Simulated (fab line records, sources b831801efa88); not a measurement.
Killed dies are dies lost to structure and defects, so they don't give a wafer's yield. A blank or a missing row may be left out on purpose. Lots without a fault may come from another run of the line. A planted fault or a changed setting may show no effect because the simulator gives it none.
Split-lot experiment | flow gf180mcu | 5 lots, 23 wafers read, on a route of 602 steps

THE SPLIT
At GF_MVSD_STRIP_10 (strips in O2/N2), the setting power_w was moved away from the recipe's 1400 W on 7 of the 23 wafers read, by -3.4% to +9.2%. The other wafers ran this setting at the recipe's value.

The reading is taken at the split's own step.

THE READING
oes_product_au, in a.u., at GF_MVSD_STRIP_10 (strips in O2/N2). Fault-free wafers of this fab line usually give 0.723 a.u., standard deviation 0.004 a.u..

wafer  | tool, chamber at the split | power_w as run, W | against the recipe | oes_product_au, a.u. | against lot-mates on the recipe
L076.1 | plasma_asher-04, 0         | 1400              | recipe             | 0.726                | -
L076.2 | plasma_asher-04, 1         | 1400              | recipe             | 0.723                | -
L076.3 | plasma_asher-04, 0         | 1529              | +9.2%              | 0.762                | +0.038
L076.4 | plasma_asher-04, 1         | 1400              | recipe             | 0.722                | -
L076.5 | plasma_asher-04, 1         | 1529              | +9.2%              | 0.764                | +0.040
L078.2 | plasma_asher-04, 0         | 1472              | +5.1%              | 0.747                | +0.022
L078.3 | plasma_asher-04, 0         | 1400              | recipe             | 0.728                | -
L078.4 | plasma_asher-04, 1         | 1400              | recipe             | 0.722                | -
L078.5 | plasma_asher-04, 0         | 1472              | +5.1%              | 0.747                | +0.022
L078.6 | plasma_asher-04, 1         | 1472              | +5.1%              | 0.740                | +0.015
L079.1 | plasma_asher-04, 0         | 1400              | recipe             | 0.726                | -
L079.4 | plasma_asher-04, 1         | 1400              | recipe             | 0.720                | -
L079.5 | plasma_asher-04, 1         | 1400              | recipe             | 0.725                | -
L082.1 | plasma_asher-04, 0         | 1400              | recipe             | 0.724                | -
L082.2 | plasma_asher-04, 1         | 1353              | -3.4%              | 0.710                | -0.016
L082.3 | plasma_asher-04, 1         | 1400              | recipe             | 0.726                | -
L082.5 | plasma_asher-04, 1         | 1400              | recipe             | 0.727                | -
L082.6 | plasma_asher-04, 0         | 1353              | -3.4%              | 0.705                | -0.021
L084.1 | plasma_asher-01, 0         | 1400              | recipe             | 0.731                | -
L084.2 | plasma_asher-01, 1         | 1400              | recipe             | 0.719                | -
L084.4 | plasma_asher-01, 1         | 1400              | recipe             | 0.720                | -
L084.5 | plasma_asher-01, 1         | 1400              | recipe             | 0.720                | -
L084.6 | plasma_asher-01, 0         | 1400              | recipe             | 0.723                | -

THE FIT
A straight line over all 23 wafers: oes_product_au changes by +0.00427 a.u. for each +1% of power_w; r = +0.98; the points scatter about the line by 0.0033 a.u..
The same after taking each lot's own level away (the mean of its wafers on the recipe; 23 wafers): +0.0043 a.u. for each +1%; r = +0.97; scatter 0.0033 a.u..
On that fit, the largest move of power_w shifts the reading by 0.04 a.u..
The lots' own levels span 0.7226 to 0.7257 a.u., that is 0.8 times the standard deviation above.
So the lot-to-lot level changes the slope little: the two slopes agree.
Check: with one of the wafers moved furthest among these (+9.2%) left out of the fit, the line predicts +0.0392 a.u. for it against its lot-mates. It came out at +0.0383 a.u. against them.
Tool readings at the split's step, against how far the setting was moved: oes_product_au r = +0.98; strip_time_to_endpoint_s r = -0.99.

OTHER SPLITS ON THESE WAFERS
These wafers also went through other splits before the reading. Each is held against what the fit with the lots' levels taken away leaves over:
other split on the same wafers      | wafers away from the commonest value | r with oes_product_au (lot level and that fit taken away)
GF_STI_OXIDATION_01 temp_c          | 10                                   | +0.15
GF_STI_PEB_10 peb_time_s            | 5                                    | +0.26
GF_DNWELL_COAT_02 resist_thk_nm     | 9                                    | +0.01
GF_DNWELL_DEVELOP_06 develop_time_s | 9                                    | -0.15
GF_NWELL_EXPOSE_04 dose_mj          | 10                                   | -0.17

THE WHOLE CHAIN: every reading that the file lists as answering this split, in the file's order
step             | what it does    | reading                  | change (the file's fit)                   | r (the file's)
GF_MVSD_STRIP_10 | strips in O2/N2 | oes_product_au           | +0.00428 a.u. for each +1% of the setting | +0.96
GF_MVSD_STRIP_10 | strips in O2/N2 | strip_time_to_endpoint_s | withheld for each +1% of the setting      | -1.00

THE FILE'S OWN FIT
oes_product_au changes by +0.00428 a.u. for each +1% of power_w, r = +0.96.
